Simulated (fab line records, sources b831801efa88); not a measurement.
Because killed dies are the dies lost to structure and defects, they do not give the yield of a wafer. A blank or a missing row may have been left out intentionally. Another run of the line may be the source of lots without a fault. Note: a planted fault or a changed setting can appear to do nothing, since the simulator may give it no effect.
Split-lot study | flow sfq line | on a route of 325 steps: 5 lots, 23 wafers read

## THE SPLIT ITSELF
At SFQ_TRILAYER_M8_DEP_EVAP_197 (material Ti, target thk 20 nm, time 100 s), the setting time s was moved away from the recipe's 100 s on 7 of the 23 wafers read, by +6.2% to +14.4%. The other wafers ran this setting at the recipe's value.

The reading comes from the split's own step.

## THE READING
Ti_of_TRILAYER_M8_DEP_EVAP_197.thk nm (the simulator's own value, which no gauge read), in nm, at SFQ_TRILAYER_M8_DEP_EVAP_197 (material Ti, target thk 20 nm, time 100 s). The file does not state a usual value for it. The 16 wafers here that ran the recipe average 20.22 nm, standard deviation 0.17 nm.

wafer  | tool, chamber at the split | time s as run, s | against the recipe | Ti_of_TRILAYER_M8_DEP_EVAP_197.thk nm, nm | against lot-mates on the recipe
L075.1 | pvd sputter-01, -          | 100              | recipe             | 20.26                                     | -
L075.3 | pvd sputter-01, -          | 100              | recipe             | 19.96                                     | -
L075.6 | pvd sputter-01, -          | 100              | recipe             | 19.95                                     | -
L076.1 | pvd sputter-02, -          | 100              | recipe             | 20.48                                     | -
L076.2 | pvd sputter-02, -          | 114.4            | +14.4%             | 23.22                                     | +2.81
L076.3 | pvd sputter-02, -          | 114.4            | +14.4%             | 23.48                                     | +3.07
L076.4 | pvd sputter-02, -          | 100              | recipe             | 20.35                                     | -
L076.5 | pvd sputter-02, -          | 100              | recipe             | 20.41                                     | -
L079.1 | pvd sputter-01, -          | 100              | recipe             | 20.5                                      | -
L079.2 | pvd sputter-01, -          | 100              | recipe             | 20.15                                     | -
L079.4 | pvd sputter-01, -          | 100              | recipe             | 20.15                                     | -
L079.5 | pvd sputter-01, -          | 100              | recipe             | 20.04                                     | -
L079.6 | pvd sputter-01, -          | 100              | recipe             | 20.29                                     | -
L082.1 | pvd sputter-02, -          | 107.3            | +7.3%              | 21.6                                      | +1.38
L082.3 | pvd sputter-02, -          | 107.3            | +7.3%              | 21.8                                      | +1.58
L082.4 | pvd sputter-02, -          | 100              | recipe             | 20.16                                     | -
L082.5 | pvd sputter-02, -          | 100              | recipe             | 20.18                                     | -
L082.6 | pvd sputter-02, -          | 100              | recipe             | 20.31                                     | -
L085.1 | pvd sputter-01, -          | 100              | recipe             | 20.05                                     | -
L085.3 | pvd sputter-01, -          | 100              | recipe             | 20.31                                     | -
L085.4 | pvd sputter-01, -          | 106.2            | +6.2%              | 20.88                                     | +0.70
L085.5 | pvd sputter-01, -          | 106.2            | +6.2%              | 20.99                                     | +0.81
L085.6 | pvd sputter-01, -          | 106.2            | +6.2%              | 21.61                                     | +1.43

THE FIT
A straight line over all 23 wafers: Ti_of_TRILAYER_M8_DEP_EVAP_197.thk nm changes by +0.206 nm for each +1% of time s; r = +0.97; the points scatter about the line by 0.24 nm.
The same after taking each lot's own level away (the mean of its wafers on the recipe; 23 wafers): +0.197 nm for each +1%; r = +0.98; scatter 0.19 nm.
On that fit, the largest move of time s shifts the reading by 2.8 nm.
The lots' own levels span 20.057 to 20.413 nm, that is 2.2 times the standard deviation above.
So the lot-to-lot level changes the slope little: the two slopes agree.
Check: with one of the wafers moved furthest among these (+14.4%) left out of the fit, the line predicts +2.83 nm for it against its lot-mates. It came out at +2.81 nm against them.

## THE OTHER SPLITS THESE WAFERS WENT THROUGH
Note: prior to the reading, these wafers also went through further splits. Each is held against what the fit with the lots' levels taken away leaves over:
other split on the same wafers                      | wafers away from the commonest value | r with Ti_of_TRILAYER_M8_DEP_EVAP_197.thk nm (lot level and that fit taken away)
SFQ_TRILAYER_M6_BARC_OPEN_METAL_ETCH_206 icp w      | 6                                    | +0.24
SFQ_TRILAYER_I6_CMP_CMP_166 leave above ref nm      | 9                                    | +0.13
SFQ_TRILAYER_I6_VIA_LITHO_COAT_174 resist thk nm    | 5                                    | +0.00
SFQ_TRILAYER_I6_VIA_BARC_OPEN_VIA_ETCH_235 source w | 6                                    | -0.35
SFQ_TRILAYER_M7_DEP_SPUTTER_175 time s              | 8                                    | -0.01
SFQ_TRILAYER_M7_ETCH_METAL_ETCH_180 icp w           | 9                                    | -0.07
SFQ_TRILAYER_I7_DEP_PECVD_183 time s                | 10                                   | -0.24
SFQ_TRILAYER_I7_VIA_LITHO_COAT_192 resist thk nm    | 5                                    | +0.21

## THE FILE'S OWN FIT
Ti_of_TRILAYER_M8_DEP_EVAP_197.thk nm changes by +0.198 nm for each +1% of time s, r = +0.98.
